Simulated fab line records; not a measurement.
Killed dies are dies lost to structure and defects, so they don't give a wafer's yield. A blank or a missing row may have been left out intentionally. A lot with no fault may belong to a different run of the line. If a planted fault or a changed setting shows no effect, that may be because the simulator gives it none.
What tool caused it? + flow sky130 + 39 wafers from 13 lots sampled at 4 of the route's 708 steps

## WHAT THE GAUGES READ, wafer by wafer
SKY_LDD_P_OVL_MEAS_08. Usual: LDD_P_OVL gives -0.6 nm (standard deviation 1.3).
| lot  | measured     | on         | LDD_P_OVL (nm) | flag |
|------|--------------|------------|----------------|------|
| L101 | day 18 18:53 | overlay-01 | -3.3 -2.3 -1.7 |      |
| L102 | day 18 21:26 | overlay-02 | 1.4 1.8 2.0    |      |
| L103 | day 19 18:27 | overlay-02 | -2.5 -3.0 -0.7 |      |
| L104 | day 19 18:38 | overlay-02 | -2.0 -0.3 -2.7 |      |
| L106 | day 20 13:52 | overlay-02 | 1.0 -0.1 -0.9  |      |
| L107 | day 21 01:38 | overlay-02 | 1.3 2.1 1.5    |      |
| L108 | day 21 11:06 | overlay-01 | 0.5 0.9 0.4    |      |
| L110 | day 23 10:55 | overlay-02 | -1.7 -0.5 -0.3 |      |
| L113 | day 24 10:53 | overlay-01 | -0.9 -1.5 -1.8 |      |
| L115 | day 24 15:50 | overlay-02 | 1.1 -0.4 0.8   |      |
| L119 | day 25 07:02 | overlay-02 | -0.5 -0.3 0.4  |      |
| L122 | day 26 19:53 | overlay-01 | -1.4 -0.4 -2.0 |      |
| L124 | day 27 02:26 | overlay-01 | -0.7 -0.9 -1.0 |      |

SKY_SPACER_THK_MEAS_01. Usual: SPACER_CVD_00_THK gives 43.4 nm (standard deviation 0.47).
| lot  | measured     | on            | SPACER_CVD_00_THK (nm) | flag |
|------|--------------|---------------|------------------------|------|
| L101 | day 22 18:07 | film metro-01 | 43.4 42.8 43.2         |      |
| L102 | day 22 19:20 | film metro-01 | 44.0 44.0 44.2         |      |
| L103 | day 23 14:01 | film metro-03 | 43.5 43.2 43.4         |      |
| L104 | day 23 16:34 | film metro-02 | 43.3 43.1 43.2         |      |
| L106 | day 24 10:36 | film metro-02 | 43.2 43.2 43.4         |      |
| L107 | day 24 22:19 | film metro-02 | 43.1 43.1 43.2         |      |
| L108 | day 25 12:13 | film metro-02 | 42.4 42.2 42.8         |      |
| L110 | day 27 08:32 | film metro-01 | 43.2 43.3 43.2         |      |
| L113 | day 28 06:35 | film metro-03 | 43.2 43.1 43.4         |      |
| L115 | day 28 09:59 | film metro-01 | 43.8 43.2 43.2         |      |
| L119 | day 29 01:11 | film metro-03 | 43.5 43.8 43.5         |      |
| L122 | day 30 12:41 | film metro-02 | 42.5 42.8 42.6         |      |
| L124 | day 30 19:14 | film metro-01 | 43.3 43.3 43.4         |      |

## WHAT TOOL EACH LOT RAN ON (gives the tool, then ch and the chambers of the sampled wafers, and finally the start)
| lot  | SKY_LDD_HVP_IMPLANT_08          | SKY_LDD_LDN_STRIP_12                 |
|------|---------------------------------|--------------------------------------|
| L101 | implanter-03 ch 0, day 21 08:47 | plasma asher-01 ch 0,1, day 22 16:08 |
| L102 | implanter-03 ch 0, day 21 10:56 | plasma asher-01 ch 0,1, day 22 17:53 |
| L103 | implanter-04 ch 0, day 22 06:05 | plasma asher-03 ch 0,1, day 23 12:35 |
| L104 | implanter-03 ch 0, day 22 06:29 | plasma asher-01 ch 0,1, day 23 13:23 |
| L106 | implanter-04 ch 0, day 23 02:35 | plasma asher-03 ch 1, day 24 09:11   |
| L107 | implanter-04 ch 0, day 23 14:46 | plasma asher-03 ch 0,1, day 24 20:53 |
| L108 | implanter-04 ch 0, day 23 23:17 | plasma asher-04 ch 0,1, day 25 05:44 |
| L110 | implanter-03 ch 0, day 25 23:16 | plasma asher-04 ch 0,1, day 27 04:43 |
| L113 | implanter-04 ch 0, day 26 22:40 | plasma asher-01 ch 0,1, day 28 04:13 |
| L115 | implanter-04 ch 0, day 27 02:40 | plasma asher-01 ch 0,1, day 28 07:40 |
| L119 | implanter-03 ch 0, day 27 17:01 | plasma asher-04 ch 0,1, day 28 21:53 |
| L122 | implanter-03 ch 0, day 29 04:13 | plasma asher-04 ch 0,1, day 30 08:23 |
| L124 | implanter-03 ch 0, day 29 10:29 | plasma asher-03 ch 0,1, day 30 14:59 |
- SKY_LDD_HVP_IMPLANT_08
- SKY_LDD_LDN_STRIP_12: strips in O2/N2.

## AS READ BY THE TOOLS THEMSELVES (means over the sampled wafers that have a number; for cases with no such wafer, the mark the record gives instead)
SKY_LDD_HVP_IMPLANT_08. Usual: dose ions cm2 reads 1.6993e+13 (standard deviation 1.9e+10).
| lot  | tool         | dose ions cm2 | flag |
|------|--------------|---------------|------|
| L101 | implanter-03 | 1.7021e+13    |      |
| L102 | implanter-03 | 1.6974e+13    |      |
| L103 | implanter-04 | 1.7014e+13    |      |
| L104 | implanter-03 | 1.7017e+13    |      |
| L106 | implanter-04 | 1.6992e+13    |      |
| L107 | implanter-04 | 1.6999e+13    |      |
| L108 | implanter-04 | 1.6986e+13    |      |
| L110 | implanter-03 | 1.7003e+13    |      |
| L113 | implanter-04 | 1.6699e+13    | OFF  |
| L115 | implanter-04 | 1.6701e+13    | OFF  |
| L119 | implanter-03 | 1.7018e+13    |      |
| L122 | implanter-03 | 1.7009e+13    |      |
| L124 | implanter-03 | 1.6967e+13    |      |

SKY_LDD_LDN_STRIP_12. Usual: drypump motor current A 5.6 A, standard deviation 0.31; oes product au 0.715 a.u., standard deviation 0.005; strip time to endpoint s 14.17 s, standard deviation 0.045.
| lot  | tool            | drypump motor current A (A) | oes product au (a.u.) | strip time to endpoint s (s) | flag |
|------|-----------------|-----------------------------|-----------------------|------------------------------|------|
| L101 | plasma asher-01 | 5.4                         | 0.716                 | 14.22                        |      |
| L102 | plasma asher-01 | 5.4                         | 0.711                 | 14.19                        |      |
| L103 | plasma asher-03 | 6.0                         | 0.715                 | 14.19                        |      |
| L104 | plasma asher-01 | 5.3                         | 0.713                 | 14.21                        |      |
| L106 | plasma asher-03 | 5.9                         | 0.718                 | 14.19                        |      |
| L107 | plasma asher-03 | 6.0                         | 0.716                 | 14.11                        |      |
| L108 | plasma asher-04 | 5.8                         | 0.716                 | 14.15                        |      |
| L110 | plasma asher-04 | 5.8                         | 0.716                 | 14.13                        |      |
| L113 | plasma asher-01 | 5.3                         | 0.710                 | 14.13                        |      |
| L115 | plasma asher-01 | 5.3                         | 0.714                 | 14.19                        |      |
| L119 | plasma asher-04 | 5.8                         | 0.718                 | 14.14                        |      |
| L122 | plasma asher-04 | 5.9                         | 0.717                 | 14.17                        |      |
| L124 | plasma asher-03 | 6.1                         | 0.712                 | 14.20                        |      |

## THE ANSWER, worked out from the rows above alone
Rule: take the mean of a lot's wafers that have a number; if it is more than 3 standard deviations from the usual mean, the lot is off. A lot without any number at a reading at which 4 lots or more have one is off too. Where the step has rows for the other lots, those lots are counted as sound. First the gauges in route order, then the tools' own readings, where a lot's mean is used as printed above. The first step at which some lot is off is used, and at that step the reading that is off furthest; a lot without a number counts as furthest.
Off at SKY_LDD_HVP_IMPLANT_08 (dose ions cm2): L113, L115.
A tool fits if, at that step or a process step before it, it ran every lot that is off, and no sound lot after the first of them. One fits: implanter-04 at SKY_LDD_HVP_IMPLANT_08. Its last sound lot is L108 (day 23 23:17), its first lot that is off L113 (day 26 22:40): a fault that began between those two fits.
The tool's own readings at SKY_LDD_HVP_IMPLANT_08 bear it out: on the lots that are off they differ by more than 5 times the standard deviation of the sound lots' means. dose ions cm2 reads 1.6700e+13 there against 1.7000e+13 on the sound lots.

## WHAT WAS PUT IN BY THE SIMULATOR
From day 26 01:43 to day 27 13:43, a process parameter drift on implanter-04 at SKY_LDD_HVP_IMPLANT_08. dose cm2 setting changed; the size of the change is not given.
Struck lots among those shown: L113, L115. The rule given above showed the same thing.
